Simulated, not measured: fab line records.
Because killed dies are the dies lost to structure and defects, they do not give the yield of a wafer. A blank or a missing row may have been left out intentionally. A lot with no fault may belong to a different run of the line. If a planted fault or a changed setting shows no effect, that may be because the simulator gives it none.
Which tool is to blame?	flow gf180mcu	6 lots with 18 wafers sampled at 2 steps, on a route of 602 steps

== WHAT THE GAUGES READ, wafer by wafer ==
GF_VT_IMPLANT_RS_MEAS_49: a four-point-probe measurement.
lot	measured	on	MVPSD_RS (ohm/sq)
L973	day 8 17:01	film_metro-02	1171.1 1170.2 1169.4
L976	day 9 12:57	film_metro-02	1174.6 1171.3 1171.1
L979	day 10 12:30	film_metro-02	1166.5 1164.2 1164.9
L983	day 11 16:12	film_metro-02	- - -
L989	day 13 08:16	film_metro-03	1164.0 1166.1 1167.3
L991	day 13 22:14	film_metro-04	1166.8 1166.6 1166.5

== TOOL THAT RAN EACH LOT (tool first, then ch and the chambers of the sampled wafers, then the start) ==
lot	GF_MVPSD_IMPLANT_09
L973	implanter-04 ch 0, day 6 01:20
L976	implanter-03 ch 0, day 6 18:22
L979	implanter-01 ch 0, day 7 14:49
L983	implanter-03 ch 0, day 8 14:40
L989	implanter-01 ch 0, day 10 02:24
L991	implanter-04 ch 0, day 10 15:49
- GF_MVPSD_IMPLANT_09

== THE ANSWER, worked out from the rows above alone ==
Rule: usual is defined by the lots themselves. Put in order of their means at a reading, lots are off if they are a third of the lots or fewer, leave a main group of 4 or more, and stand apart from it by a gap of 3 or more times the standard deviation of the main group's means; of several such gaps the widest counts. A main group whose means are all the same, to the digits that the tables above print for the reading, isn't used. Also off: a lot with no number at a reading for which 4 or more lots have one. All remaining lots with rows at the step are treated as sound.
Off: at GF_VT_IMPLANT_RS_MEAS_49 (MVPSD_RS), L983. Without a number there: L983. Main group: mean 1168.0 ohm/sq, sd 2.8.
A tool fits if, at a process step before that reading, it ran every lot that is off, and no sound lot after the first of them. Gauges at GF_VT_IMPLANT_RS_MEAS_49: tried the same way as those tools. This does not decide it: 2 tools fit, namely implanter-03 at GF_MVPSD_IMPLANT_09 and film_metro-02 at GF_VT_IMPLANT_RS_MEAS_49.

== WHAT THE SIMULATOR HAD INSERTED ==
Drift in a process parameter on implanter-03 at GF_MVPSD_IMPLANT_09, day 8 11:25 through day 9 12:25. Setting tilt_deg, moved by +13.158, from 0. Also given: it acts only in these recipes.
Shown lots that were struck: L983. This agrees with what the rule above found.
